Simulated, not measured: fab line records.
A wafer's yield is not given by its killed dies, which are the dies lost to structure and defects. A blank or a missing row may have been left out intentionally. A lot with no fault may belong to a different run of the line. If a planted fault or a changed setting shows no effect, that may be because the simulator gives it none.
fab line records + flow sfqLine
[record]
- lots = 6
- wafers = 18
- lastDay = 92
route steps=325 shown R5@218 I5@228
lots that met no fault: taken from a fault-free run of the same line
startH: hours from the record's opening day to when the first of the lot's shown wafers began + waitH: time in hours since the lot's previous step + " repeats the value in the row above + L1.1+2: a single row standing in for several wafers + - no value present, or no start provided + * or withheld: withheld + < > ~ a bound
route shown NAME@n: names a module that has steps shown in the file, with the first one's number in the route + usual: mean and standard deviation over wafers with no fault + same: alike in all rows + chamber/n: place in a boat + sites: readings site by site + _std_site: standard deviation of those values + _edge_site: inner sites' mean taken away from outer sites' mean + radiusMm: for every site, how far away it sits from the centre of the wafer + mask NAME#n: copy n + behind: the tool/chamber that last shaped the wafer + hold: the reason the lot was held/the length of the hold in hours/how it ended + device: which transistor (n, p or np) failed to switch + end of line: the same wafers' tests at the end of the route + a step with no rows: only its recipe + killed: dies lost to structure and defects at the first sort, not the wafer's yield + map: dies across one wafer; x = killed, . = not, _ = none there
set.NAME: the run value of the setting; set.NAME@STEP: its run value at that earlier step + model.NAME: the simulator's own value behind a step, which no gauge read
lots at some steps of the route; a table a step, a row a wafer
services: a tool's chamber out of use, with start hour (startH, from the record's first day; less than 0 if before it), hours out, and reason
[[steps]]
[step SFQ_TRILAYER_R5_LITHO_COAT_136]
[recipe]
- resist = KrF
- spinRpm = 3000
- resistThkNm = 600
[step SFQ_TRILAYER_R5_LITHO_SOFTBAKE_140]
[recipe]
- tempC = withheld
- timeS = withheld
- resist = KrF
[step SFQ_TRILAYER_R5_LITHO_EXPOSE_137]
[recipe]
- maskId = R5
- na = 0.6
- sourceShape = conventional
- sigmaOuter = 0.65
- targetCdNm = 500
- doseMj = 14.4
[step SFQ_TRILAYER_R5_LITHO_PEB_139]
[recipe]
- pebTempC = 115
- pebTimeS = 60
- resist = KrF
[step SFQ_TRILAYER_R5_LITHO_DEVELOP_138]
[recipe]
- timeS = 60
- resist = KrF
[step SFQ_R5_OVL_MEAS_935]
[usual]
- R5_OVL = 3/4.6
| lot.wafer | tool       | chamber | startH  | waitH | R5_OVL[nm] |
|-----------|------------|---------|---------|-------|------------|
| L969.2    | overlay-02 | -       | 1471.93 | 0.1   | -4         |
| L969.4    | "          | -       | "       | "     | -4         |
| L969.6    | "          | -       | "       | "     | -2         |
| L971.1    | overlay-02 | -       | 1481.32 | 0.1   | 8          |
| L971.5    | "          | -       | "       | "     | 11         |
| L971.6    | "          | -       | "       | "     | 7          |
| L980.1    | overlay-01 | -       | 1507.72 | 0.1   | 3          |
| L980.4    | "          | -       | "       | "     | -7         |
| L980.6    | "          | -       | "       | "     | -3         |
| L981.1    | overlay-02 | -       | 1535.32 | 0.1   | 11         |
| L981.2    | "          | -       | "       | "     | 4          |
| L981.5    | "          | -       | "       | "     | 10         |
| L986.1    | overlay-01 | -       | 1558.55 | 0.1   | 5          |
| L986.3    | "          | -       | "       | "     | 5          |
| L986.4    | "          | -       | "       | "     | 5          |
| L992.3    | overlay-01 | -       | 1583.76 | 0.1   | -4         |
| L992.4    | "          | -       | "       | "     | 7          |
| L992.5    | "          | -       | "       | "     | -3         |
[step SFQ_TRILAYER_R5_BARC_OPEN_METAL_ETCH_177]
[recipe]
- maskMaterial = PR
- chemistry = O2
- targetDepthNm = 125
- target = BARC
- icpW = 600
- biasW = 80
- pressureMtorr = 10
- timeS = 41.7
[usual]
- drypumpMotorCurrentA = 5.36/0.23
- oesProductAu = 0.685/0.0044
- rfFwdPowerW = 593.4/2.4
[same]
- timeS = 41.7
| lot.wafer | tool        | chamber | startH  | waitH | drypumpMotorCurrentA | oesProductAu | rfFwdPowerW | rfHoursCounterH |
|-----------|-------------|---------|---------|-------|----------------------|--------------|-------------|-----------------|
| L969.2    | rieMetal-04 | 0       | 1471.96 | 0.0   | 5.06                 | 0.687        | 596.3       | 60              |
| L969.4    | "           | 0       | "       | "     | 5.07                 | 0.683        | 594.5       | -               |
| L969.6    | "           | 1       | "       | "     | 5.32                 | 0.691        | 589.8       | -               |
| L971.1    | rieMetal-03 | 0       | 1481.36 | 0.0   | 5.24                 | 0.691        | 594.4       | 37              |
| L971.5    | "           | 1       | "       | "     | 5.49                 | 0.689        | 593.4       | -               |
| L971.6    | "           | 0       | "       | "     | 5.26                 | 0.680        | 594.9       | -               |
| L980.1    | rieMetal-03 | 1       | 1507.76 | 0.0   | 5.53                 | 0.686        | 594.4       | 2               |
| L980.4    | "           | 1       | "       | "     | 5.53                 | 0.679        | 594.9       | -               |
| L980.6    | "           | 0       | "       | "     | 5.22                 | 0.686        | 593.0       | -               |
| L981.1    | rieMetal-01 | 0       | 1535.36 | 0.0   | 5.80                 | 0.681        | 595.9       | 83              |
| L981.2    | "           | 1       | "       | "     | 5.38                 | 0.691        | 592.2       | 106             |
| L981.5    | "           | 0       | "       | "     | 5.79                 | 0.688        | 596.7       | -               |
| L986.1    | rieMetal-03 | 1       | 1558.58 | 0.0   | 5.50                 | 0.680        | 595.3       | 10              |
| L986.3    | "           | 1       | "       | "     | 5.52                 | 0.684        | 594.9       | -               |
| L986.4    | "           | 0       | "       | "     | 5.21                 | 0.684        | 591.8       | -               |
| L992.3    | rieMetal-04 | 0       | 1583.80 | 0.0   | 5.06                 | 0.685        | 589.9       | -               |
| L992.4    | "           | 1       | "       | "     | 5.33                 | 0.683        | 593.2       | -               |
| L992.5    | "           | 0       | "       | "     | 5.05                 | 0.681        | 592.1       | -               |
[step SFQ_TRILAYER_R5_ETCH_METAL_ETCH_139]
[recipe]
- stopOn = SiO2
- maskMaterial = PR
- chemistry = Cl2
- targetDepthNm = 60
- icpW = 600
- biasW = 80
- pressureMtorr = 10
- timeS = 40
[usual]
- drypumpMotorCurrentA = 5.36/0.23
- oesProductAu = 0.988/0.0075
- rfFwdPowerW = 593.2/2.4
[same]
- timeS = 40
| lot.wafer | tool        | chamber | startH  | waitH | drypumpMotorCurrentA | oesProductAu | rfFwdPowerW | rfHoursCounterH |
|-----------|-------------|---------|---------|-------|----------------------|--------------|-------------|-----------------|
| L969.2    | rieMetal-04 | 0       | 1472.02 | 0.0   | 5.04                 | 0.985        | 594.6       | 60              |
| L969.4    | "           | 0       | "       | "     | 5.04                 | 0.997        | 593.6       | -               |
| L969.6    | "           | 1       | "       | "     | 5.30                 | 0.983        | 590.2       | -               |
| L971.1    | rieMetal-03 | 0       | 1481.42 | 0.0   | 5.22                 | 0.987        | 593.8       | 37              |
| L971.5    | "           | 1       | "       | "     | 5.49                 | 0.993        | 592.7       | -               |
| L971.6    | "           | 0       | "       | "     | 5.21                 | 0.987        | 594.2       | -               |
| L980.1    | rieMetal-03 | 1       | 1507.82 | 0.0   | 5.51                 | 0.995        | 593.5       | 2               |
| L980.4    | "           | 1       | "       | "     | 5.51                 | 0.993        | 595.1       | -               |
| L980.6    | "           | 0       | "       | "     | 5.25                 | 0.985        | 595.5       | -               |
| L981.1    | rieMetal-01 | 0       | 1535.42 | 0.0   | 5.82                 | 0.984        | 593.6       | 83              |
| L981.2    | "           | 1       | "       | "     | 5.38                 | 0.997        | 596.9       | 106             |
| L981.5    | "           | 0       | "       | "     | 5.82                 | 0.984        | 590.3       | -               |
| L986.1    | rieMetal-03 | 1       | 1558.64 | 0.0   | 5.52                 | 0.995        | 595.6       | 10              |
| L986.3    | "           | 1       | "       | "     | 5.54                 | 0.982        | 593.9       | -               |
| L986.4    | "           | 0       | "       | "     | 5.27                 | 0.995        | 593.5       | -               |
| L992.3    | rieMetal-04 | 0       | 1583.86 | 0.0   | 5.04                 | 0.998        | 589.5       | -               |
| L992.4    | "           | 1       | "       | "     | 5.33                 | 0.977        | 590.7       | -               |
| L992.5    | "           | 0       | "       | "     | 5.06                 | 0.999        | 591.1       | -               |
[step SFQ_TRILAYER_R5_STRIP_STRIP_140]
[recipe]
- gas = O2
- powerW = 200
- platenTempC = 40
- overashFraction = 0.65
- chemistry = O2
- pressureMtorr = 50
[usual]
- drypumpMotorCurrentA = 5.36/0.23
- oesProductAu = 0.999/0.013
[same]
- overashFraction = 0.65
| lot.wafer | tool        | chamber | startH  | waitH | drypumpMotorCurrentA | oesProductAu | rfHoursCounterH |
|-----------|-------------|---------|---------|-------|----------------------|--------------|-----------------|
| L969.2    | rieMetal-04 | 0       | 1472.08 | 0.0   | 5.03                 | 1.005        | 61              |
| L969.4    | "           | 0       | "       | "     | 5.04                 | 1.003        | -               |
| L969.6    | "           | 1       | "       | "     | 5.29                 | 0.987        | -               |
| L971.1    | rieMetal-03 | 0       | 1481.48 | 0.0   | 5.24                 | 0.999        | 38              |
| L971.5    | "           | 1       | "       | "     | 5.51                 | 0.993        | -               |
| L971.6    | "           | 0       | "       | "     | 5.24                 | 0.997        | -               |
| L980.1    | rieMetal-03 | 1       | 1507.88 | 0.0   | 5.52                 | 1.012        | 2               |
| L980.4    | "           | 1       | "       | "     | 5.55                 | 1.011        | -               |
| L980.6    | "           | 0       | "       | "     | 5.25                 | 0.987        | -               |
| L981.1    | rieMetal-01 | 0       | 1535.48 | 0.0   | 5.81                 | 0.988        | 84              |
| L981.2    | "           | 1       | "       | "     | 5.35                 | 1.022        | 106             |
| L981.5    | "           | 0       | "       | "     | 5.83                 | 0.979        | -               |
| L986.1    | rieMetal-03 | 1       | 1558.70 | 0.0   | 5.53                 | 1.013        | 10              |
| L986.3    | "           | 1       | "       | "     | 5.55                 | 1.011        | -               |
| L986.4    | "           | 0       | "       | "     | 5.25                 | 1.007        | -               |
| L992.3    | rieMetal-04 | 0       | 1584.10 | 0.2   | 5.05                 | 1.019        | -               |
| L992.4    | "           | 1       | "       | "     | 5.30                 | 0.999        | -               |
| L992.5    | "           | 0       | "       | "     | 5.08                 | 1.014        | -               |
[step SFQ_TRILAYER_R5_STRIP_SOLV_CLEAN_141]
[recipe]
- chemistry = NMP
- tempC = 70
- timeS = 600
[step SFQ_TRILAYER_A5C_DEP_PECVD_142]
[recipe]
- material = SiO2
- tempC = 150
- timeS = 15.556
- pressureTorr = 2.4
- rfW = 183.3
- precursor = SiH4/N2O
- targetThkNm = 70
[usual]
- heaterPowerW = 82/14
- rfFwdPowerW = 180.2/1.1
- showerheadVppV = 833/24
- throttleValvePct = 26.1/1.2
[same]
- timeS = 15.556
| lot.wafer | tool     | chamber | startH  | waitH | heaterPowerW | rfFwdPowerW | showerheadVppV | throttleValvePct |
|-----------|----------|---------|---------|-------|--------------|-------------|----------------|------------------|
| L969.2    | pecvd-01 | 0       | 1472.85 | 0.0   | 75           | 181.0       | 835            | 26.1             |
| L969.4    | "        | 0       | "       | "     | 77           | 180.7       | 838            | 26.2             |
| L969.6    | "        | 1       | "       | "     | 76           | 179.8       | 826            | 27.4             |
| L971.1    | pecvd-01 | 2       | 1482.25 | 0.0   | 107          | 179.0       | 834            | 26.5             |
| L971.5    | "        | 2       | "       | "     | 108          | 179.2       | 812            | 26.8             |
| L971.6    | "        | 0       | "       | "     | 77           | 180.2       | 839            | 26.1             |
| L980.1    | pecvd-02 | 0       | 1508.65 | 0.0   | 60           | 180.4       | 868            | 24.9             |
| L980.4    | "        | 1       | "       | "     | 68           | 178.5       | 773            | 24.6             |
| L980.6    | "        | 0       | "       | "     | 60           | 180.0       | 885            | 24.5             |
| L981.1    | pecvd-01 | 1       | 1536.25 | 0.0   | 79           | 180.7       | 850            | 27.8             |
| L981.2    | "        | 0       | "       | "     | 87           | 181.5       | 826            | 26.2             |
| L981.5    | "        | 2       | "       | "     | 106          | 179.9       | 815            | 26.6             |
| L986.1    | pecvd-04 | 1       | 1559.47 | 0.0   | 73           | 179.9       | 857            | 26.5             |
| L986.3    | "        | 0       | "       | "     | 101          | 178.2       | 806            | 25.0             |
| L986.4    | "        | 2       | "       | "     | 84           | 181.7       | 834            | 25.4             |
| L992.3    | pecvd-01 | 0       | 1584.67 | 0.0   | 74           | 181.3       | 848            | 26.4             |
| L992.4    | "        | 2       | "       | "     | 96           | 179.3       | 823            | 26.7             |
| L992.5    | "        | 0       | "       | "     | 76           | 181.4       | 827            | 26.3             |
[step SFQ_TRILAYER_I5_LITHO_COAT_149]
[recipe]
- resist = BARC
- spinRpm = 3000
- resistThkNm = 62
[step SFQ_TRILAYER_I5_LITHO_COAT_144]
[recipe]
- resist = KrF
- spinRpm = 3000
- resistThkNm = 650
| lot.wafer | tool          | chamber | startH  | waitH | model.KrF_of_TRILAYER_I5_LITHO_COAT_144.thkNm |
|-----------|---------------|---------|---------|-------|-----------------------------------------------|
| L969.2    | lithoTrack-01 | 0       | 1473.23 | 0.2   | 650.1                                         |
| L969.4    | "             | 0       | "       | "     | 650.7                                         |
| L969.6    | "             | 0       | "       | "     | 649.3                                         |
| L971.1    | lithoTrack-03 | 0       | 1482.58 | 0.2   | 653.7                                         |
| L971.5    | "             | 0       | "       | "     | 654.3                                         |
| L971.6    | "             | 0       | "       | "     | 652.2                                         |
| L980.1    | lithoTrack-01 | 0       | 1508.98 | 0.2   | 569                                           |
| L980.4    | "             | 0       | "       | "     | 568.2                                         |
| L980.6    | "             | 0       | "       | "     | 568.1                                         |
| L981.1    | lithoTrack-01 | 0       | 1536.58 | 0.2   | 568.8                                         |
| L981.2    | "             | 0       | "       | "     | 568.2                                         |
| L981.5    | "             | 0       | "       | "     | 569.9                                         |
| L986.1    | lithoTrack-02 | 0       | 1559.80 | 0.2   | 647.3                                         |
| L986.3    | "             | 0       | "       | "     | 649.9                                         |
| L986.4    | "             | 0       | "       | "     | 650.2                                         |
| L992.3    | lithoTrack-03 | 0       | 1585.10 | 0.2   | 650.7                                         |
| L992.4    | "             | 0       | "       | "     | 649.7                                         |
| L992.5    | "             | 0       | "       | "     | 649.5                                         |
[step SFQ_TRILAYER_I5_LITHO_SOFTBAKE_148]
[recipe]
- tempC = withheld
- timeS = withheld
- resist = KrF
[step SFQ_TRILAYER_I5_LITHO_EXPOSE_145]
[recipe]
- maskId = I5
- na = 0.6
- sourceShape = conventional
- sigmaOuter = 0.65
- targetCdNm = 700
- doseMj = 21.3
[step SFQ_TRILAYER_I5_LITHO_PEB_147]
[recipe]
- pebTempC = 115
- pebTimeS = 60
- resist = KrF
[step SFQ_TRILAYER_I5_LITHO_DEVELOP_146]
[recipe]
- timeS = 60
- resist = KrF
[step SFQ_I5_OVL_MEAS_936]
[usual]
- I5_OVL = -3/5.9
| lot.wafer | tool       | chamber | startH  | waitH | I5_OVL[nm] |
|-----------|------------|---------|---------|-------|------------|
| L969.2    | overlay-02 | -       | 1595.75 | 0.1   | -5         |
| L969.4    | "          | -       | "       | "     | -6         |
| L969.6    | "          | -       | "       | "     | -7         |
| L971.1    | overlay-02 | -       | 1605.14 | 0.1   | 0          |
| L971.5    | "          | -       | "       | "     | 5          |
| L971.6    | "          | -       | "       | "     | 5          |
| L980.1    | overlay-01 | -       | 1629.14 | 0.1   | 4          |
| L980.4    | "          | -       | "       | "     | 0          |
| L980.6    | "          | -       | "       | "     | -3         |
| L981.1    | overlay-01 | -       | 1645.94 | 0.1   | -8         |
| L981.2    | "          | -       | "       | "     | -11        |
| L981.5    | "          | -       | "       | "     | -4         |
| L986.1    | overlay-01 | -       | 1668.74 | 0.1   | -13        |
| L986.3    | "          | -       | "       | "     | 3          |
| L986.4    | "          | -       | "       | "     | -1         |
| L992.3    | overlay-02 | -       | 1702.77 | 0.1   | -3         |
| L992.4    | "          | -       | "       | "     | -2         |
| L992.5    | "          | -       | "       | "     | -3         |
[step SFQ_TRILAYER_I5_BARC_OPEN_VIA_ETCH_200]
[recipe]
- maskMaterial = PR
- chemistry = O2
- targetDepthNm = 125
- target = BARC
- sourceW = 500
- biasW = 80
- pressureMtorr = 30
- timeS = 41.7
[usual]
- drypumpMotorCurrentA = 6.0/0.54
- oesProductAu = 0.686/0.0048
- rfFwdPowerW = 495.1/2.1
[same]
- timeS = 41.7
| lot.wafer | tool       | chamber | startH  | waitH | drypumpMotorCurrentA | oesProductAu | rfFwdPowerW | rfHoursCounterH | model.KrF_of_TRILAYER_I5_LITHO_COAT_144.thkNm | model.I5.cdNm |
|-----------|------------|---------|---------|-------|----------------------|--------------|-------------|-----------------|-----------------------------------------------|---------------|
| L969.2    | rieDiel-01 | 0       | 1595.78 | 0.0   | 6.1                  | 0.679        | 496.0       | 10              | 573.4                                         | 703           |
| L969.4    | "          | 1       | "       | "     | 6.7                  | 0.686        | 496.7       | 4               | 573.8                                         | 702.4         |
| L969.6    | "          | 0       | "       | "     | 6.0                  | 0.684        | 496.5       | -               | 572.6                                         | 703.7         |
| L971.1    | rieDiel-04 | 3       | 1605.17 | 0.0   | 5.7                  | 0.698        | 493.4       | 12              | 576.6                                         | 700.6         |
| L971.5    | "          | 1       | "       | "     | 6.4                  | 0.688        | 497.4       | -               | 576.4                                         | 702.9         |
| L971.6    | "          | 0       | "       | "     | 5.2                  | 0.690        | 490.8       | -               | 574.9                                         | 702.8         |
| L980.1    | rieDiel-03 | 3       | 1629.17 | 0.0   | 6.7                  | 0.684        | 494.4       | 11              | 490.6                                         | 703.9         |
| L980.4    | "          | 2       | "       | "     | 5.8                  | 0.684        | 494.5       | 6               | 490.5                                         | 703.5         |
| L980.6    | "          | 0       | "       | "     | 6.4                  | 0.690        | 495.0       | -               | 491.2                                         | 702.9         |
| L981.1    | rieDiel-04 | 3       | 1645.97 | 0.0   | 5.7                  | 0.679        | 493.5       | 13              | 492.1                                         | 702.4         |
| L981.2    | "          | 0       | "       | "     | 5.2                  | 0.682        | 494.7       | 7               | 491.6                                         | 703.3         |
| L981.5    | "          | 1       | "       | "     | 6.4                  | 0.682        | 496.2       | -               | 492.9                                         | 703.5         |
| L986.1    | rieDiel-03 | 1       | 1668.77 | 0.0   | 5.7                  | 0.676        | 495.0       | 5               | 571.5                                         | 700.7         |
| L986.3    | "          | 2       | "       | "     | 5.8                  | 0.686        | 496.6       | 7               | 572.5                                         | 698.5         |
| L986.4    | "          | 3       | "       | "     | 6.7                  | 0.681        | 493.2       | 12              | 572                                           | 698.5         |
| L992.3    | rieDiel-01 | 2       | 1702.80 | 0.0   | 5.0                  | 0.682        | 494.2       | 13              | 572.3                                         | 699           |
| L992.4    | "          | 3       | "       | "     | 6.4                  | 0.674        | 497.6       | 1               | 572.6                                         | 699.7         |
| L992.5    | "          | 2       | "       | "     | 5.0                  | 0.691        | 493.1       | -               | 570.6                                         | 699.2         |
[step SFQ_TRILAYER_I5_ETCH_VIA_ETCH_147]
[recipe]
- stopOn = Nb
- maskMaterial = PR
- chemistry = CHF3
- targetDepthNm = 360
- sourceW = 500
- biasW = 80
- pressureMtorr = 30
- timeS = withheld
[usual]
- drypumpMotorCurrentA = 6.0/0.54
- oesProductAu = 0.989/0.0063
- rfFwdPowerW = 498.4/1.5
| lot.wafer | tool       | chamber | startH  | waitH | drypumpMotorCurrentA | oesProductAu | rfFwdPowerW | model.I5.cdNm |
|-----------|------------|---------|---------|-------|----------------------|--------------|-------------|---------------|
| L969.2    | rieDiel-01 | 0       | 1595.82 | 0.0   | 6.0                  | 0.989        | 497.1       | 700.3         |
| L969.4    | "          | 1       | "       | "     | 6.7                  | 0.988        | 497.2       | 701.9         |
| L969.6    | "          | 0       | "       | "     | 6.0                  | 0.995        | 496.7       | 702.7         |
| L971.1    | rieDiel-04 | 3       | 1605.21 | 0.0   | 5.7                  | 0.980        | 499.9       | 702.4         |
| L971.5    | "          | 1       | "       | "     | 6.4                  | 0.992        | 499.5       | 704.6         |
| L971.6    | "          | 0       | "       | "     | 5.2                  | 0.988        | 500.5       | 701.4         |
| L980.1    | rieDiel-03 | 3       | 1629.21 | 0.0   | 6.7                  | 0.991        | 499.2       | 699.2         |
| L980.4    | "          | 2       | "       | "     | 5.8                  | 0.988        | 500.2       | 705.4         |
| L980.6    | "          | 0       | "       | "     | 6.4                  | 0.989        | 498.2       | 704           |
| L981.1    | rieDiel-04 | 3       | 1646.01 | 0.0   | 5.7                  | 0.984        | 497.6       | 702.1         |
| L981.2    | "          | 0       | "       | "     | 5.1                  | 0.978        | 494.8       | 701.6         |
| L981.5    | "          | 1       | "       | "     | 6.4                  | 0.985        | 498.0       | 704.3         |
| L986.1    | rieDiel-03 | 1       | 1668.81 | 0.0   | 5.7                  | 0.980        | 498.2       | 703.5         |
| L986.3    | "          | 2       | "       | "     | 5.8                  | 0.988        | 497.9       | 700.8         |
| L986.4    | "          | 3       | "       | "     | 6.7                  | 1.004        | 498.9       | 696.1         |
| L992.3    | rieDiel-01 | 2       | 1702.84 | 0.0   | 5.0                  | 0.995        | 499.8       | 700           |
| L992.4    | "          | 3       | "       | "     | 6.5                  | 0.982        | 498.6       | 696.8         |
| L992.5    | "          | 2       | "       | "     | 5.0                  | 0.996        | 498.9       | 699.9         |
[step SFQ_TRILAYER_I5_STRIP_STRIP_148]
[recipe]
- gas = O2
- powerW = 200
- platenTempC = 40
- overashFraction = 0.65
- chemistry = O2
- pressureMtorr = 50
[usual]
- drypumpMotorCurrentA = 5.4/0.36
- oesProductAu = 0.996/0.013
[same]
- overashFraction = 0.65
| lot.wafer | tool        | chamber | startH  | waitH | drypumpMotorCurrentA | oesProductAu | rfHoursCounterH |
|-----------|-------------|---------|---------|-------|----------------------|--------------|-----------------|
| L969.2    | rieMetal-04 | 0       | 1595.97 | -     | 5.0                  | 1.007        | 78              |
| L969.4    | "           | 1       | "       | "     | 5.3                  | 0.979        | -               |
| L969.6    | "           | 0       | "       | "     | 5.1                  | 0.997        | -               |
| L971.1    | rieMetal-04 | 0       | 1605.36 | -     | 5.1                  | 1.005        | 79              |
| L971.5    | "           | 1       | "       | "     | 5.3                  | 0.979        | -               |
| L971.6    | "           | 0       | "       | "     | 5.1                  | 1.010        | -               |
| L980.1    | rieMetal-04 | 0       | 1629.36 | -     | 5.0                  | 1.004        | 83              |
| L980.4    | "           | 0       | "       | "     | 5.0                  | 1.006        | -               |
| L980.6    | "           | 1       | "       | "     | 5.3                  | 0.991        | -               |
| L981.1    | rieMetal-01 | 1       | 1646.16 | -     | 5.4                  | 1.012        | 122             |
| L981.2    | "           | 0       | "       | "     | 5.8                  | 0.985        | 100             |
| L981.5    | "           | 1       | "       | "     | 5.4                  | 1.015        | -               |
| L986.1    | rieMetal-04 | 0       | 1668.96 | -     | 5.1                  | 1.001        | 90              |
| L986.3    | "           | 1       | "       | "     | 5.3                  | 0.981        | -               |
| L986.4    | "           | 0       | "       | "     | 5.0                  | 1.007        | -               |
| L992.3    | rieMetal-01 | 0       | 1703.39 | -     | 5.8                  | 0.977        | -               |
| L992.4    | "           | 0       | "       | "     | 5.8                  | 0.983        | -               |
| L992.5    | "           | 0       | "       | "     | 5.8                  | 0.990        | -               |
[[services]]
| tool        | chamber | startH  | hours | kind   |
|-------------|---------|---------|-------|--------|
| rieDiel-01  | 1       | 1471.99 | 6.7   | repair |
| rieDiel-03  | 1       | 1488.05 | 18.2  | repair |
| pecvd-04    | 2       | 1493.32 | 10.4  | repair |
| rieMetal-03 | -       | 1511.07 | 2.8   | pm     |
| pecvd-02    | 1       | 1519.27 | 6.2   | repair |
| rieDiel-01  | 1       | 1529.06 | 18.8  | repair |
| pecvd-04    | -       | 1538.30 | 2.8   | repair |
| rieDiel-04  | 0       | 1543.25 | 8.9   | repair |
| rieDiel-01  | 0       | 1545.49 | 31.5  | repair |
| rieDiel-03  | 3       | 1551.08 | 11.8  | repair |
| rieMetal-04 | -       | 1559.62 | 0.7   | repair |
| rieMetal-01 | -       | 1576.38 | 2.4   | repair |
| rieDiel-04  | -       | 1591.77 | 1.0   | repair |
| rieDiel-03  | 3       | 1594.98 | 17.7  | repair |
| rieDiel-01  | 3       | 1606.08 | 6.4   | repair |
| rieDiel-03  | 1       | 1610.84 | 3.3   | repair |
| rieDiel-01  | 2       | 1621.42 | 12.0  | repair |
| pecvd-04    | -       | 1640.43 | 0.8   | pm     |
| pecvd-02    | -       | 1647.03 | 2.4   | repair |
| rieMetal-03 | -       | 1648.06 | 0.7   | repair |
| rieDiel-03  | -       | 1673.80 | 15.6  | pm     |
| rieDiel-03  | -       | 1689.40 | 2.8   | pm     |
| pecvd-01    | -       | 1694.82 | 14.6  | pm     |
| rieMetal-03 | -       | 1696.81 | 0.5   | repair |
[[key]]
firstSign none at tools or gauges
[modelEffect]
- step = SFQ_TRILAYER_I5_LITHO_COAT_144
- value = KrF_of_TRILAYER_I5_LITHO_COAT_144.thkNm
- without = 652
- struck = 568.7
[modelEffect]
- step = SFQ_TRILAYER_I5_BARC_OPEN_VIA_ETCH_200
- value = KrF_of_TRILAYER_I5_LITHO_COAT_144.thkNm
- without = 574.8
- struck = 491.5
[modelEffect]
- step = SFQ_TRILAYER_I5_ETCH_VIA_ETCH_147
- value = I5.cdNm
- without = 699.3
- struck = 702.8
metAt SFQ_TRILAYER_I5_LITHO_COAT_144
struckWafers L980.1,L980.4,L980.6,L981.1,L981.2,L981.5
onsetBetween 1473.23 1508.98
[fault]
- kind = processParameterDrift
- tool = lithoTrack-01
- chamber = -
- onsetH = 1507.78
- steps = SFQ_TRILAYER_I5_LITHO_COAT_144
- channel = resistThkNm
- offset = -83.09
- shape = step
- endH = 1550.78
- actsIn = theseRecipesOnly
- stated = 650
